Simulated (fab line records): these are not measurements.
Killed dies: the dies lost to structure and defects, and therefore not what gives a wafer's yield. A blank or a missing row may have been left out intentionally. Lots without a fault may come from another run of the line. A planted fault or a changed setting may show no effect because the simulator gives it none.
Comparing a struck lot with a sound one | flow sky130 | 16 out of 708 route steps
Sound: the wafers L886.1, L886.3, L886.5. Struck: wafer L895.5 (L895.1, L895.2, from the same lot, were not struck and are left out); the cause is given at the end.
Per side, at each step with rows, come the tool, then ch with its chambers, and then its first start. Under that, the readings that differ: sound wafers | struck wafers | difference of the means | sigmas: that difference in standard deviations of wafers without a fault.
alike: readings with means less than 2 such deviations apart, plus words and numbers identical on both sides. not compared: withheld readings, readings lacking a value on some wafer, bounds such as >300 that could conceal the same value, and numbers that have no deviation in the record and whose values overlap.
The two part at a step that has a row with sigmas, a row that says differs or no value, or rows on one side only. Numbers that have no deviation but don't overlap get no sigmas and don't part them. A reading that every wafer of one side lacks parts them only if that side has two wafers or more.

SKY_NWELL_RS_MEAS_29: measurement is done with a four-point probe.
  sound on film metro-04 at day 7 08:25; struck on film metro-04 at day 9 11:22
  reading           | sound             | struck | difference | sigmas
  NWELL_RS (ohm/sq) | 628.1 624.3 625.1 | 620.7  | -5.1       | -3
SKY_NWELL_RS_MEAS_31: measurement is done with a four-point probe.
  sound on film metro-04 at day 7 08:39; struck on film metro-04 at day 9 11:37
  alike: PWDE_RS
then, 7 steps without rows for these wafers: SKY_VT_ADJUST_HVTP_DEHYDRATE_00 (time 60 s); SKY_VT_ADJUST_HVTP_HMDS_01 (prime time 60 s); SKY_VT_ADJUST_HVTP_COAT_02 (resist thk 1140 nm); SKY_VT_ADJUST_HVTP_SOFTBAKE_03 (time 60 s); SKY_VT_ADJUST_HVTP_EXPOSE_04 (exposes mask HVTPM, target cd 380 nm); SKY_VT_ADJUST_HVTP_PEB_05; SKY_VT_ADJUST_HVTP_DEVELOP_06 (develop time 60 s).
SKY_VT_ADJUST_HVTP_CD_MEAS_07 targets a cd of 380 nm.
  sound on cd sem-02 at day 8 04:33; struck on cd sem-02 at day 10 09:31
  alike: cd nm
SKY_VT_ADJUST_HVTP_OVL_MEAS_08:
  sound on overlay-01 at day 8 04:40; struck on overlay-01 at day 10 09:38
  alike: VT_ADJUST_HVTP_OVL
SKY_VT_ADJUST_HVTP_IMPLANT_09:
  sound on implanter-03 ch 0, day 8 04:53; struck on implanter-04 ch 0, day 10 09:41
SKY_VT_ADJUST_HVTP_STRIP_10: strips in O2/N2.
  sound on plasma asher-01 ch 0,1, day 8 05:02; struck on plasma asher-01 ch 0, day 10 09:50
  alike: drypump motor current A, oes product au, strip time to endpoint s
  not compared: rf hours counter h
SKY_VT_ADJUST_HVTP_TW_MEAS_11:
  sound on film metro-03 at day 8 05:08; struck on film metro-01 at day 10 09:56
  reading           | sound          | struck | difference | sigmas
  VT_ADJUST_HVTP_TW | 1357 1365 1356 | 1245   | -114       | -11
then, 1 step without rows for these wafers: SKY_VT_ADJUST_LVTN_DEHYDRATE_00 (time 60 s).
-- the record jumps here: 40 days lie between the struck wafers' starts before and after (it left off in module VT_ADJUST_LVTN and takes up again in module PAD_OPEN, whose first step shown is number 708 of the route) --
SKY_PAD_OPEN_PROBE_99:
  sound on prober-02 at day 47 20:20; struck on prober-01 at day 49 22:28
  reading                                     | sound              | struck | difference | sigmas
  model.etest.tip p.rs ohm sq                 | 6823 6837 6773     | 5965   | -846       |
  model.etest.tip p.rs ohm sq range           | 240 160.5 64.06    | 948.8  | +793.9     |
  model.etest.tip p.rs ohm sq rim less centre | 140.8 41.59 -5.144 | 421    | +362       |
  model.etest.pfet_01v8.r on ohm um           | 2868 2896 2837     | 2559   | -308       |
  model.etest.pfet_01v8.drive ua um           | 194 191.9 197.7    | 241.5  | +47.0      |
  model.etest.pfet_01v8_mvt.drive ua um       | 152.2 153.2 154    | 199.5  | +46.4      |
  model.etest.pfet_01v8.drive ua um range     | 4.058 7.308 5.007  | 49.28  | +43.82     |
  model.etest.pfet_01v8_hvt.drive ua um       | 145.5 143.6 148.6  | 175.9  | +30.0      |
  alike: killed_at_M0_to_M3, killed_at_M4_up, killed at contacts, killed at front end, killed at other, killed dies, killed open, killed short

== WHERE THEY PART ==
Earliest at SKY_NWELL_RS_MEAS_29; latest, in this record, at SKY_VT_ADJUST_HVTP_TW_MEAS_11. Later steps at which nothing parts them and some readings are alike: SKY_PAD_OPEN_PROBE_99.

WHY: the cause the simulator had injected
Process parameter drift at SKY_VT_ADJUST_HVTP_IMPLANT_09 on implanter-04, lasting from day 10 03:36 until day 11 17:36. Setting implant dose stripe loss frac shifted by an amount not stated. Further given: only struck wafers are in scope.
